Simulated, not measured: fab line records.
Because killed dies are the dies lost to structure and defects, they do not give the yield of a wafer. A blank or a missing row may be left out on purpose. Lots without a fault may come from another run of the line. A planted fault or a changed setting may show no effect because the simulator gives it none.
Struck lot and sound lot, side by side | flow sky130 | 17 out of 708 route steps
Sound: these wafers, L387.3, L387.5, L387.6. Struck: wafer L390.6. (L390.3, L390.5 of the same lot were not struck and are left out.) The cause comes at the end.
Order at every step that has rows: each side's tool, ch and its chambers, its first start. Under that, the readings that differ: sound wafers | struck wafers | difference of the means | sigmas: that difference in standard deviations of wafers without a fault.
alike: a reading whose means differ by less than 2 such deviations, as well as words and numbers matching on both sides. not compared: withheld readings; readings where some wafer has no value; bounds like >300 that might hide an equal value; numbers whose values overlap and for which the record gives no deviation.
The two part at a step that has a row with sigmas, a row that says differs or no value, or rows on one side only. Numbers that have no deviation but don't overlap get no sigmas and don't part them. A reading that every wafer of one side lacks parts them only if that side has two wafers or more.

first, 3 steps without rows for these wafers: SKY_VIA1_EXPOSE_09 (exposes mask VIM, target cd 150 nm); SKY_VIA1_PEB_10; SKY_VIA1_DEVELOP_11 (develop time 60 s).
SKY_VIA1_CD_MEAS_12: the cd target is 150 nm.
  sound on cd sem-01 at day 36 21:12; struck on cd sem-02 at day 38 03:38
  alike: cd nm
SKY_VIA1_OVL_MEAS_13:
  sound on overlay-01 at day 36 21:17; struck on overlay-02 at day 38 03:43
  alike: VIA1_OVL
SKY_VIA1_ETCH_14: etches BARC in N2/H2, stops on SiO2, time 45.9 s, target depth 60 nm.
  sound on rie diel-01 ch 0,2,3, day 36 21:19; struck on rie diel-01 ch 3, day 38 03:44
  reading                | sound                | struck | difference | sigmas
  throttle valve pct (%) | 13.227 13.225 13.240 | 13.206 | -0.025     | -3
  alike: drypump motor current A, oes product au
  not compared: rf hours counter h
SKY_VIA1_ETCH_15: etches SiO2 in C4F8/O2/Ar, stops on TiN, target depth 351 nm, time 54 s.
  sound on rie diel-01 ch 0,2,3, day 36 21:22; struck on rie diel-01 ch 3, day 38 03:47
  alike: oes product au
  not compared: rf hours counter h
SKY_VIA1_STRIP_16: strips in O2/N2.
  sound on plasma asher-03 ch 0,1, day 36 21:26; struck on plasma asher-01 ch 0, day 38 03:52
  reading               | sound             | struck | difference | sigmas
  oes product au (a.u.) | 0.413 0.408 0.414 | 0.422  | +0.010     | +2
  alike: drypump motor current A, strip time to endpoint s
  not compared: rf hours counter h
then, 3 steps without rows for these wafers: SKY_VIA1_STRIP_17 (strips in post etch residue remover, time 1200 s); SKY_VIA1_CLEAN_18 (cleans in IPA, time 180 s); SKY_VIA1_CLEAN_19 (cleans in O3/DIW).
SKY_VIA1_SPUTTER_20: material TiN, target thk 20 nm, time 80 s.
  sound on pvd sputter-01 at day 36 22:00; struck on pvd sputter-01 at day 38 04:33
  alike: throttle valve pct
SKY_VIA1_CVD_21: deposits W, target thk 270 nm, time 80.902 s.
  sound on cvd w-02 ch 0,1, day 36 22:05; struck on cvd w-02 ch 0, day 38 04:38
  reading                            | sound           | struck | difference | sigmas
  model.W_of_VIA1_CVD_21.thk nm (nm) | 272 270.5 265.3 | 91.33  | -177.94    |
  alike: chamber pressure Torr, heater power w
SKY_VIA1_RS_MEAS_22: uses a four-point probe to measure.
  sound on film metro-01 at day 36 22:11; struck on film metro-01 at day 38 04:45
  reading            | sound             | struck | difference | sigmas
  VIA1_W_RS (ohm/sq) | 0.424 0.427 0.434 | 1.303  | +0.875     | +99 or more
SKY_VIA1_THK_MEAS_23: measures by xrf.
  sound on film metro-01 at day 36 22:17; struck on film metro-01 at day 38 04:51
  reading         | sound       | struck | difference | sigmas
  VIA1_W_THK (nm) | 273 271 266 | 92     | -178       | -46
SKY_VIA1_CMP_24: polishes, stops on SiO2, t overpolish 15 s, target thk 0 nm.
  sound on cmp-01 ch 1,2, day 36 22:20; struck on cmp-02 ch 3, day 38 04:59
  reading                | sound    | struck | difference | sigmas
  time to endpoint s (s) | 64 70 62 | 17     | -48        | -13
  alike: head pressure psi, motor current A, slurry filter dp kPa
SKY_METAL2_SPUTTER_00: material Ti, target thk 15 nm, time 10 s.
  sound on pvd sputter-01 at day 36 22:38; struck on pvd sputter-01 at day 38 05:11
  alike: throttle valve pct

## WHERE THEY PART
First at SKY_VIA1_ETCH_14; last, within this record, at SKY_VIA1_CMP_24. Later steps at which nothing parts them and some readings are alike: SKY_METAL2_SPUTTER_00.

WHY: what the simulator had put in
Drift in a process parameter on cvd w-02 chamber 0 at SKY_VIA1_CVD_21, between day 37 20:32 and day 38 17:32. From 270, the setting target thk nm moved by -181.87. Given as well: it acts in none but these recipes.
